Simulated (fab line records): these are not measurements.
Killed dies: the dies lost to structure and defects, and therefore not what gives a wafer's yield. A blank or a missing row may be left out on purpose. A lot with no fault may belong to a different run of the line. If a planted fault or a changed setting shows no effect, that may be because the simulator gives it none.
Chamber matching -- flow gf180mcu -- 4 sister chambers for GF_STI_ETCH_14 on rie-si-02
The step etches Si in HBr/Cl2/O2, target depth 360 nm, time 102.9 s. 8 wafers are shown with their chamber, then 7 later ones without.

EACH WAFER AND ITS CHAMBER
wafer,chamber,throttle-valve-pct (%),bias-w (W)
L275.1,1,25.648,149.7
L275.3,3,25.633,149.8
L279.5,2,25.666,150.5
L281.2,1,25.666,150.1
L281.5,3,25.639,150.3
L281.6,0,25.656,149.7
L282.1,2,25.663,149.9
L282.3,0,25.649,150.2

WAFERS WITH NO CHAMBER GIVEN
wafer,throttle-valve-pct (%),bias-w (W)
L282.5,25.653,150.0
L283.1,25.675,149.6
L283.3,25.638,149.8
L283.4,25.663,149.8
L291.4,25.653,149.6
L291.5,25.659,150.0
L291.6,25.655,150.1

EACH ONE'S CHAMBER
wafer,from the rows above,in truth
L282.5,can't be placed: 0 or 1 or 2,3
L283.1,can't be placed: 2 or 1 or 0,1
L283.3,can't be placed: 3 or 0 or 1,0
L283.4,can't be placed: 1 or 2 or 0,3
L291.4,can't be placed: 0 or 1 or 2 or 3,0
L291.5,can't be placed: 1 or 0 or 2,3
L291.6,can't be placed: 0 or 1 or 2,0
0 of 7 placed correctly. Not placeable from these rows: 7 (in 4, the candidates include the true chamber). Placed wrongly: 0.
How it was worked out, from the rows above alone: a wafer's distance from a chamber is the root of the sum, over the readings, of the square of ((its reading less the chamber's mean) divided by the reading's scatter). The wafer belongs to the nearest chamber; if the next one is less than 2 further off, it can't be placed. The mean given for a chamber averages the wafers shown for that chamber. How the scatter is found: for the shown wafers, subtract from each reading the mean of its chamber, square and add these, divide the total by (wafers less chambers), then take the root.
